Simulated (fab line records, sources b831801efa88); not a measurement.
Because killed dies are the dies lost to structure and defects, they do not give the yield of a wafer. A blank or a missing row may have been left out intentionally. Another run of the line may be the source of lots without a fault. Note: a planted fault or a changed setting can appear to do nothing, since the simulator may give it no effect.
Chamber matching    flow sky130    SKY_PASSIVATION_CVD_02 on pecvd-01 has 3 sister chambers
The step deposits Si3N4, target thk 540 nm. 6 wafers are shown with their chamber, then 7 later ones without.

## WAFERS, EACH WITH ITS CHAMBER
wafer   chamber  heater_power_w (W)
L905.6  0        823
L909.3  2        834
L909.5  1        679
L909.6  0        729
L912.1  2        841
L912.4  1        624

## WAFERS WITHOUT THEIR CHAMBER
wafer   heater_power_w (W)
L912.5  692
L920.1  618
L920.3  774
L920.6  812
L922.1  644
L922.2  853
L922.3  806

## THE CHAMBER EACH PASSED THROUGH
wafer   from the rows above      in truth
L912.5  can't be placed: 1 or 0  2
L920.1  1                        1
L920.3  can't be placed: 0 or 2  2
L920.6  can't be placed: 2 or 0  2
L922.1  1                        1
L922.2  can't be placed: 2 or 0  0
L922.3  can't be placed: 0 or 2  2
Placed correctly: 2 of 7. Cannot be placed on the basis of these rows: 5; the candidates contain the true chamber in 4. Placed wrongly: 0.
How it was worked out, from the rows above alone: a wafer's distance from a chamber is the root of the sum, over the readings, of the square of ((its reading less the chamber's mean) divided by the reading's scatter). If the next closest chamber is less than 2 further off than the closest, the wafer can't be placed; otherwise it belongs to the closest. For every chamber, the mean is computed from those of its wafers that are shown. The scatter: the root of (the sum of the squares of (reading less its chamber's mean) over the shown wafers, divided by (wafers less chambers)).
